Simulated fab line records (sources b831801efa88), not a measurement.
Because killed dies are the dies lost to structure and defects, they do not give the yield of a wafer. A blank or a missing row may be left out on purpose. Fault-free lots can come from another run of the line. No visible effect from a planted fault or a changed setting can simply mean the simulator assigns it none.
Which tool was responsible?    flow sky130    13 lots, 38 wafers sampled, at 3 steps of a route of 708

WHAT EACH GAUGE READ, for each wafer
SKY_SD_N_TW_MEAS_12.
lot   measured      on            SD_N_TW
L696  day 29 01:40  filmMetro-01  3992 3989 3997
L697  day 29 14:24  filmMetro-03  3989 3998 3997
L698  day 29 13:08  filmMetro-02  3965 3988 3982
L699  day 30 00:55  filmMetro-02  4005 3977 3979
L700  day 30 11:37  filmMetro-03  3953 3955 3978
L701  day 30 17:05  filmMetro-01  3925 3967 3939
L702  day 31 04:12  filmMetro-01  3971 3960 3958
L706  day 32 23:25  filmMetro-01  3966 3953
L715  day 35 18:51  filmMetro-01  3942 3923 3938
L716  day 35 20:14  filmMetro-02  3979 4001 3998
L717  day 36 02:50  filmMetro-01  3968 3965 3992
L718  day 36 04:14  filmMetro-01  3935 3949 3953
L719  day 36 11:58  filmMetro-02  4033 3995 4004

SKY_SD_N_RS_MEAS_18: measures by four-point-probe.
lot   measured      on            RES_XHIGH_RS (ohm/sq)
L696  day 29 02:11  filmMetro-02  333.9 333.0 333.4
L697  day 29 14:55  filmMetro-03  333.7 335.1 333.7
L698  day 29 13:40  filmMetro-03  334.3 333.3 332.9
L699  day 30 01:26  filmMetro-02  333.3 334.2 333.0
L700  day 30 12:08  filmMetro-01  333.1 331.4 331.6
L701  day 30 17:38  filmMetro-02  334.7 334.2 335.7
L702  day 31 04:44  filmMetro-03  332.7 333.8 333.4
L706  day 32 23:57  filmMetro-03  333.5 334.3
L715  day 35 19:22  filmMetro-03  333.7 333.6 332.3
L716  day 35 20:46  filmMetro-03  333.7 333.2 333.0
L717  day 36 03:23  filmMetro-02  331.3 332.7 331.9
L718  day 36 04:46  filmMetro-02  331.2 330.1 332.4
L719  day 36 12:30  filmMetro-03  334.7 334.9 335.5

WHICH TOOL RAN EACH LOT (tool, then ch and the chambers of the sampled wafers, then the start)
lot   SKY_VT_ADJUST_PCH_DEVELOP_06
L696  lithoTrack-03 ch 0, day 10 20:00
L697  lithoTrack-04 ch 0, day 11 03:00
L698  lithoTrack-01 ch 0, day 11 07:00
L699  lithoTrack-01 ch 0, day 11 15:00
L700  lithoTrack-04 ch 0, day 11 21:00
L701  lithoTrack-03 ch 0, day 12 08:00
L702  lithoTrack-04 ch 0, day 12 15:00
L706  lithoTrack-03 ch 0, day 14 02:00
L715  lithoTrack-04 ch 0, day 17 02:00
L716  lithoTrack-01 ch 0, day 17 07:00
L717  lithoTrack-04 ch 0, day 17 17:00
L718  lithoTrack-01 ch 0, day 17 23:00
L719  lithoTrack-03 ch 0, day 18 05:00
- SKY_VT_ADJUST_PCH_DEVELOP_06: develop time 60 s.

WHAT THE TOOLS THEMSELVES READ (means of the sampled wafers that have a number; where no wafer has one, the mark that the record gives instead)
SKY_VT_ADJUST_PCH_DEVELOP_06.
lot   tool           developerTempC (C)
L696  lithoTrack-03  23.16
L697  lithoTrack-04  22.99
L698  lithoTrack-01  23.04
L699  lithoTrack-01  23.02
L700  lithoTrack-04  22.95
L701  lithoTrack-03  23.03
L702  lithoTrack-04  23.04
L706  lithoTrack-03  23.07
L715  lithoTrack-04  23.00
L716  lithoTrack-01  23.01
L717  lithoTrack-04  22.91
L718  lithoTrack-01  22.93
L719  lithoTrack-03  23.03

THE ANSWER, worked out from the rows above alone
Rule: the lots themselves supply what counts as usual. Put in order of their means at a reading, lots are off if they are a third of the lots or fewer, leave a main group of 4 or more, and stand apart from it by a gap of 3 or more times the standard deviation of the main group's means; of several such gaps the widest counts. If all means in a main group match to the digits the tables above print for the reading, that group is not used. A lot without any number at a reading at which 4 lots or more have one is off too. Where the step has rows for the other lots, those lots are counted as sound. First the gauges in route order, then the tools' own readings, where a lot's mean is used as printed above. At the first step where some lot is off, the reading lying furthest off is the one used; lots without a number count as furthest.
No lot is off on any of the readings shown, so nothing can be concluded from this.

WHAT HAD BEEN PUT IN BY THE SIMULATOR
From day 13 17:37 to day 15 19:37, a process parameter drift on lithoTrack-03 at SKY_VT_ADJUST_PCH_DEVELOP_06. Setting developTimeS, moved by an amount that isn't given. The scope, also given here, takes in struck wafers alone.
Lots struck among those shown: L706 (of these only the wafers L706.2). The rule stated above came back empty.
